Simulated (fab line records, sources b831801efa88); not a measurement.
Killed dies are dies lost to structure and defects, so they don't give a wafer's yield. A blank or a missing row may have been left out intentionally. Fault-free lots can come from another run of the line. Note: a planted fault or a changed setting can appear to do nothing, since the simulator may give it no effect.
A struck lot beside a sound one	flow sky130	16 steps out of a route of 708
Sound: these wafers, L304.1, L304.4, L304.6. Struck: wafers L313.1, L313.2, L313.5. Last of all comes the cause.
Each step with rows lists, per side, the tool, then ch with its chambers, then its first start. Under that, the readings that differ: sound wafers	struck wafers	difference of the means	sigmas: that difference in standard deviations of wafers without a fault.
alike: a reading whose means differ by less than 2 such deviations, as well as words and numbers matching on both sides. not compared: withheld readings; readings where some wafer has no value; bounds like >300 that might hide an equal value; numbers whose values overlap and for which the record gives no deviation.
A row with sigmas, a row that says differs or no value, or rows on one side alone: a step with any of these is where the two part. Non-overlapping numbers with no deviation appear without sigmas and do not part them. Lack of a reading on every wafer of one side parts them only where that side has two or more wafers.

SKY_VIA3_CMP_02: polishes SiO2.
  sound on cmp-02 ch 1,2, day 38 08:35; struck on cmp-02 ch 1,2, day 41 03:59
  alike: motor current A
SKY_VIA3_BOW_MEAS_03:
  sound on film metro-04 at day 38 08:53; struck on film metro-02 at day 41 04:17
  alike: VIA3_BOW
then, 8 steps without rows for these wafers: SKY_VIA3_DEHYDRATE_04 (time 60 s); SKY_VIA3_HMDS_05 (prime time 60 s); SKY_VIA3_COAT_06 (resist thk 60 nm); SKY_VIA3_COAT_07 (resist thk 450 nm); SKY_VIA3_SOFTBAKE_08 (time 90 s); SKY_VIA3_EXPOSE_09 (exposes mask VIM3, target cd 200 nm); SKY_VIA3_PEB_10; SKY_VIA3_DEVELOP_11 (develop time 60 s).
SKY_VIA3_CD_MEAS_12: target cd 200 nm.
  sound on cd sem-02 at day 39 09:47; struck on cd sem-02 at day 42 03:20
  alike: cd nm
SKY_VIA3_OVL_MEAS_13:
  sound on overlay-01 at day 39 09:54; struck on overlay-02 at day 42 03:27
  alike: VIA3_OVL
SKY_VIA3_ETCH_14: etches BARC in N2/H2, stops on SiO2, time 45.9 s, target depth 60 nm.
  sound on rie diel-04 ch 0,1, day 39 09:56; struck on rie diel-04 ch 0,1, day 42 03:29
reading	sound	struck	difference	sigmas
model.KrF-thick_of_VIA3_COAT_07.thk nm (nm)	393.7 393.4 392.7	402.1 403.6 403.5	+9.8	
model.etch.depth nm (nm)	59.89 59.89 59.97	59.61 58.95 59.17	-0.67	
  alike: drypump motor current A, oes product au, throttle valve pct
  not compared: rf hours counter h
SKY_VIA3_ETCH_15: etches SiO2 in C4F8/O2/Ar, stops on TiN, target depth 507 nm, time 78 s.
  sound on rie diel-04 ch 0,1, day 39 09:59; struck on rie diel-04 ch 0,1, day 42 03:32
reading	sound	struck	difference	sigmas
oes product au (a.u.)	0.948 0.944 0.951	0.575 0.496 0.526	-0.415	-81
model.KrF-thick_of_VIA3_COAT_07.thk nm (nm)	293.2 293.6 292.5	301.2 303.4 302	+9.1	
  not compared: rf hours counter h
SKY_VIA3_STRIP_16: strips in O2/N2.
  sound on plasma asher-04 ch 0,1, day 39 10:02; struck on plasma asher-04 ch 0,1, day 42 03:35
reading	sound	struck	difference	sigmas
strip time to endpoint s (s)	4.157 4.154 4.142	4.252 4.258 4.239	+0.099	+4
  alike: drypump motor current A, oes product au
  not compared: rf hours counter h
then, 1 step without rows for these wafers: SKY_VIA3_STRIP_17 (strips in post etch residue remover, time 1200 s).

## WHERE THEY PART
Earliest at SKY_VIA3_ETCH_15; latest, in this record, at SKY_VIA3_STRIP_16.

WHY: whatever the simulator had introduced
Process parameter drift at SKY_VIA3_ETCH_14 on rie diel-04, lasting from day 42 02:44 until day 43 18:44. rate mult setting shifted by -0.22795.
